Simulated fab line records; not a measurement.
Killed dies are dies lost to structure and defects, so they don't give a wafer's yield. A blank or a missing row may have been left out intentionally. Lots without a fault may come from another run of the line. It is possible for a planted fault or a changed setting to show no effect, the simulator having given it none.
What tool caused it? :: flow sky130 :: 30 wafers from 10 lots sampled at 7 of the route's 708 steps

## WHAT THE GAUGES READ, wafer by wafer
SKY_VIA1_RS_MEAS_22: measures by four-point-probe. Usual: for VIA1_W_RS the level is 0.424 ohm/sq and the standard deviation is 0.0073.
lot: L603
measured: day 34 23:20
on: film metro-02
VIA1_W_RS (ohm/sq): 0.430 0.428 0.411
flag: 

lot: L605
measured: day 35 10:25
on: film metro-01
VIA1_W_RS (ohm/sq): 0.428 0.423 0.428
flag: 

lot: L604
measured: day 35 23:11
on: film metro-02
VIA1_W_RS (ohm/sq): 0.427 0.429 0.422
flag: 

lot: L606
measured: day 36 11:52
on: film metro-02
VIA1_W_RS (ohm/sq): 0.426 0.431 0.436
flag: 

lot: L608
measured: day 37 04:52
on: film metro-04
VIA1_W_RS (ohm/sq): 0.426 0.425 0.423
flag: 

lot: L615
measured: day 38 13:53
on: film metro-04
VIA1_W_RS (ohm/sq): 0.692 0.435 0.433
flag: OFF

lot: L614
measured: day 38 18:15
on: film metro-01
VIA1_W_RS (ohm/sq): 0.655 0.695 0.412
flag: OFF

lot: L620
measured: day 39 23:11
on: film metro-02
VIA1_W_RS (ohm/sq): 0.432 0.428 0.435
flag: 

lot: L621
measured: day 40 05:50
on: film metro-01
VIA1_W_RS (ohm/sq): 0.430 0.430 0.428
flag: 

lot: L623
measured: day 41 08:48
on: film metro-02
VIA1_W_RS (ohm/sq): 0.428 0.414 0.416
flag: 

SKY_VIA1_THK_MEAS_23: measures by xrf. Usual: for VIA1_W_THK the level is 265 nm and the standard deviation is 5.1.
lot: L603
measured: day 34 23:26
on: film metro-02
VIA1_W_THK (nm): 264 264 274
flag: 

lot: L605
measured: day 35 10:32
on: film metro-01
VIA1_W_THK (nm): 263 266 262
flag: 

lot: L604
measured: day 35 23:18
on: film metro-02
VIA1_W_THK (nm): 263 262 267
flag: 

lot: L606
measured: day 36 11:58
on: film metro-02
VIA1_W_THK (nm): 265 263 259
flag: 

lot: L608
measured: day 37 04:59
on: film metro-04
VIA1_W_THK (nm): 265 265 265
flag: 

lot: L615
measured: day 38 14:00
on: film metro-04
VIA1_W_THK (nm): 164 256 259
flag: OFF

lot: L614
measured: day 38 18:22
on: film metro-01
VIA1_W_THK (nm): 173 163 271
flag: OFF

lot: L620
measured: day 39 23:17
on: film metro-02
VIA1_W_THK (nm): 260 263 259
flag: 

lot: L621
measured: day 40 05:56
on: film metro-01
VIA1_W_THK (nm): 261 262 264
flag: 

lot: L623
measured: day 41 08:55
on: film metro-02
VIA1_W_THK (nm): 263 271 268
flag: 

SKY_VIA2_BOW_MEAS_03. Usual: for VIA2_BOW the level is 86 um and the standard deviation is 7.5.
lot: L603
measured: day 36 02:52
on: film metro-02
VIA2_BOW (um): 74 76 69
flag: 

lot: L605
measured: day 36 14:14
on: film metro-04
VIA2_BOW (um): 101 105 89
flag: 

lot: L604
measured: day 37 03:46
on: film metro-02
VIA2_BOW (um): 98 86 78
flag: 

lot: L606
measured: day 37 16:39
on: film metro-02
VIA2_BOW (um): 87 86 86
flag: 

lot: L608
measured: day 38 09:14
on: film metro-03
VIA2_BOW (um): 85 84 79
flag: 

lot: L615
measured: day 39 16:46
on: film metro-02
VIA2_BOW (um): 77 90 72
flag: 

lot: L614
measured: day 39 20:56
on: film metro-02
VIA2_BOW (um): 87 85 90
flag: 

lot: L620
measured: day 41 01:17
on: film metro-03
VIA2_BOW (um): 88 86 87
flag: 

lot: L621
measured: day 41 08:16
on: film metro-03
VIA2_BOW (um): 83 91 90
flag: 

lot: L623
measured: day 42 10:48
on: film metro-03
VIA2_BOW (um): 71 81 85
flag: 

SKY_VIA2_THK_MEAS_23: measures by xrf. Usual: for VIA2_W_THK the level is 408 nm and the standard deviation is 8.4.
lot: L603
measured: day 37 05:40
on: film metro-02
VIA2_W_THK (nm): 411 409 408
flag: 

lot: L605
measured: day 37 17:25
on: film metro-03
VIA2_W_THK (nm): 419 408 420
flag: 

lot: L604
measured: day 38 06:28
on: film metro-03
VIA2_W_THK (nm): 401 406 406
flag: 

lot: L606
measured: day 38 18:50
on: film metro-02
VIA2_W_THK (nm): 418 419 423
flag: 

lot: L608
measured: day 39 11:11
on: film metro-03
VIA2_W_THK (nm): 425 410 424
flag: 

lot: L615
measured: day 40 18:02
on: film metro-04
VIA2_W_THK (nm): 391 393 404
flag: 

lot: L614
measured: day 40 22:29
on: film metro-02
VIA2_W_THK (nm): 399 411 413
flag: 

lot: L620
measured: day 42 01:09
on: film metro-04
VIA2_W_THK (nm): 408 400 411
flag: 

lot: L621
measured: day 42 08:47
on: film metro-02
VIA2_W_THK (nm): 398 402 394
flag: 

lot: L623
measured: day 43 10:44
on: film metro-02
VIA2_W_THK (nm): 407 402 400
flag: 

## WHAT TOOL EACH LOT RAN ON (gives the tool, then ch and the chambers of the sampled wafers, and finally the start)
lot: L603
SKY_VIA1_CVD_21: cvd w-02 ch 0,1, day 34 23:14
SKY_VIA1_CMP_24: cmp-01 ch 0,1, day 34 23:29
SKY_VIA2_ETCH_14: rie diel-04 ch 2,3, day 37 04:34

lot: L605
SKY_VIA1_CVD_21: cvd w-01 ch 0, day 35 10:18
SKY_VIA1_CMP_24: cmp-02 ch 1,2, day 35 10:35
SKY_VIA2_ETCH_14: rie diel-03 ch 0,3, day 37 16:20

lot: L604
SKY_VIA1_CVD_21: cvd w-01 ch 0,1, day 35 23:05
SKY_VIA1_CMP_24: cmp-02 ch 0,1,3, day 35 23:25
SKY_VIA2_ETCH_14: rie diel-04 ch 0,3, day 38 05:07

lot: L606
SKY_VIA1_CVD_21: cvd w-02 ch 0, day 36 11:45
SKY_VIA1_CMP_24: cmp-02 ch 0,1,3, day 36 12:04
SKY_VIA2_ETCH_14: rie diel-02 ch 0,3, day 38 17:49

lot: L608
SKY_VIA1_CVD_21: cvd w-01 ch 0,1, day 37 04:47
SKY_VIA1_CMP_24: cmp-02 ch 0,2,3, day 37 05:03
SKY_VIA2_ETCH_14: rie diel-03 ch 0,2, day 39 10:10

lot: L615
SKY_VIA1_CVD_21: cvd w-02 ch 0,1, day 38 13:47
SKY_VIA1_CMP_24: cmp-01 ch 0,3, day 38 14:07
SKY_VIA2_ETCH_14: rie diel-04 ch 0,1, day 40 16:55

lot: L614
SKY_VIA1_CVD_21: cvd w-02 ch 0,1, day 38 18:10
SKY_VIA1_CMP_24: cmp-02 ch 0,1,3, day 38 18:26
SKY_VIA2_ETCH_14: rie diel-03 ch 0,1,3, day 40 21:28

lot: L620
SKY_VIA1_CVD_21: cvd w-01 ch 0,1, day 39 23:05
SKY_VIA1_CMP_24: cmp-02 ch 1,2, day 39 23:23
SKY_VIA2_ETCH_14: rie diel-04 ch 0,1, day 42 00:07

lot: L621
SKY_VIA1_CVD_21: cvd w-01 ch 0, day 40 05:43
SKY_VIA1_CMP_24: cmp-01 ch 1,2,3, day 40 06:02
SKY_VIA2_ETCH_14: rie diel-03 ch 2,3, day 42 07:34

lot: L623
SKY_VIA1_CVD_21: cvd w-02 ch 0,1, day 41 08:41
SKY_VIA1_CMP_24: cmp-01 ch 0,3, day 41 09:01
SKY_VIA2_ETCH_14: rie diel-02 ch 0,2, day 43 09:43
- SKY_VIA1_CVD_21: deposits W, target thk 270 nm, time 80.902 s.
- SKY_VIA1_CMP_24: polishes, stops on SiO2, t overpolish 15 s, target thk 0 nm.
- SKY_VIA2_ETCH_14: etches BARC in N2/H2, stops on SiO2, time 45.9 s, target depth 60 nm.

## WHAT THE TOOLS THEMSELVES READ (means of the sampled wafers that have a number; where no wafer has one, the mark that the record gives instead)
SKY_VIA1_CVD_21. Usual: heater power w at 870 W, with a standard deviation of 79.
lot: L603
tool: cvd w-02
heater power w (W): 793
flag: 

lot: L605
tool: cvd w-01
heater power w (W): 899
flag: 

lot: L604
tool: cvd w-01
heater power w (W): 926
flag: 

lot: L606
tool: cvd w-02
heater power w (W): 805
flag: 

lot: L608
tool: cvd w-01
heater power w (W): 948
flag: 

lot: L615
tool: cvd w-02
heater power w (W): 805
flag: 

lot: L614
tool: cvd w-02
heater power w (W): 800
flag: 

lot: L620
tool: cvd w-01
heater power w (W): 868
flag: 

lot: L621
tool: cvd w-01
heater power w (W): 810
flag: 

lot: L623
tool: cvd w-02
heater power w (W): 826
flag: 

SKY_VIA1_CMP_24. Usual: motor current A 11.1 A, standard deviation 1; slurry flow ml min 150.0, standard deviation 0.47; time to endpoint s 65 s, standard deviation 3.5.
lot: L603
tool: cmp-01
motor current A (A): 11.6
slurry flow ml min: 149.8
time to endpoint s (s): 70
flag: 

lot: L605
tool: cmp-02
motor current A (A): 12.0
slurry flow ml min: 149.6
time to endpoint s (s): 65
flag: 

lot: L604
tool: cmp-02
motor current A (A): 11.3
slurry flow ml min: 149.8
time to endpoint s (s): 62
flag: 

lot: L606
tool: cmp-02
motor current A (A): 11.5
slurry flow ml min: 150.2
time to endpoint s (s): 60
flag: 

lot: L608
tool: cmp-02
motor current A (A): 11.8
slurry flow ml min: 149.9
time to endpoint s (s): 61
flag: 

lot: L615
tool: cmp-01
motor current A (A): 10.6
slurry flow ml min: 150.6
time to endpoint s (s): 58
flag: 

lot: L614
tool: cmp-02
motor current A (A): 11.6
slurry flow ml min: 149.5
time to endpoint s (s): 45
flag: OFF

lot: L620
tool: cmp-02
motor current A (A): 12.0
slurry flow ml min: 149.0
time to endpoint s (s): 64
flag: 

lot: L621
tool: cmp-01
motor current A (A): 10.1
slurry flow ml min: 149.8
time to endpoint s (s): 63
flag: 

lot: L623
tool: cmp-01
motor current A (A): 10.8
slurry flow ml min: 149.8
time to endpoint s (s): 64
flag: 

SKY_VIA2_ETCH_14. Usual: drypump motor current A 6.1 A, standard deviation 0.33; h2 flow sccm 200.0 sccm, standard deviation 0.69; oes product au 0.855 a.u., standard deviation 0.0046; throttle valve pct 13.226 %, standard deviation 0.0091.
lot: L603
tool: rie diel-04
drypump motor current A (A): 6.4
h2 flow sccm (sccm): 199.9
oes product au (a.u.): 0.854
throttle valve pct (%): 13.228
flag: 

lot: L605
tool: rie diel-03
drypump motor current A (A): 6.1
h2 flow sccm (sccm): 200.0
oes product au (a.u.): 0.853
throttle valve pct (%): 13.220
flag: 

lot: L604
tool: rie diel-04
drypump motor current A (A): 6.2
h2 flow sccm (sccm): 199.6
oes product au (a.u.): 0.855
throttle valve pct (%): 13.229
flag: 

lot: L606
tool: rie diel-02
drypump motor current A (A): 6.1
h2 flow sccm (sccm): 200.1
oes product au (a.u.): 0.853
throttle valve pct (%): 13.229
flag: 

lot: L608
tool: rie diel-03
drypump motor current A (A): 6.1
h2 flow sccm (sccm): 200.7
oes product au (a.u.): 0.854
throttle valve pct (%): 13.222
flag: 

lot: L615
tool: rie diel-04
drypump motor current A (A): 5.6
h2 flow sccm (sccm): 200.5
oes product au (a.u.): 0.857
throttle valve pct (%): 13.236
flag: 

lot: L614
tool: rie diel-03
drypump motor current A (A): 6.1
h2 flow sccm (sccm): 200.3
oes product au (a.u.): 0.854
throttle valve pct (%): 13.228
flag: 

lot: L620
tool: rie diel-04
drypump motor current A (A): 5.6
h2 flow sccm (sccm): 199.7
oes product au (a.u.): 0.862
throttle valve pct (%): 13.230
flag: 

lot: L621
tool: rie diel-03
drypump motor current A (A): 6.3
h2 flow sccm (sccm): 200.0
oes product au (a.u.): 0.858
throttle valve pct (%): 13.226
flag: 

lot: L623
tool: rie diel-02
drypump motor current A (A): 6.1
h2 flow sccm (sccm): 200.2
oes product au (a.u.): 0.861
throttle valve pct (%): 13.225
flag: 

## THE ANSWER, worked out from the rows above alone
Rule: take the mean of a lot's wafers that have a number; if it is more than 3 standard deviations from the usual mean, the lot is off. Also off: a lot with no number at a reading for which 4 or more lots have one. Where the step has rows for the other lots, those lots are counted as sound. Order of review: gauges by route order, followed by the tools' own readings, for which a lot's mean as printed above is used. At the first step where some lot is off, the reading lying furthest off is the one used; lots without a number count as furthest.
Off: at SKY_VIA1_RS_MEAS_22 (VIA1_W_RS), L615, L614.
If a tool, at a process step before that reading, ran all the lots that are off and no sound lot after the first of them, it fits. The gauges at SKY_VIA1_RS_MEAS_22 are tried like those tools. Not one of the candidates tried fits.

## WHAT THE SIMULATOR PUT IN
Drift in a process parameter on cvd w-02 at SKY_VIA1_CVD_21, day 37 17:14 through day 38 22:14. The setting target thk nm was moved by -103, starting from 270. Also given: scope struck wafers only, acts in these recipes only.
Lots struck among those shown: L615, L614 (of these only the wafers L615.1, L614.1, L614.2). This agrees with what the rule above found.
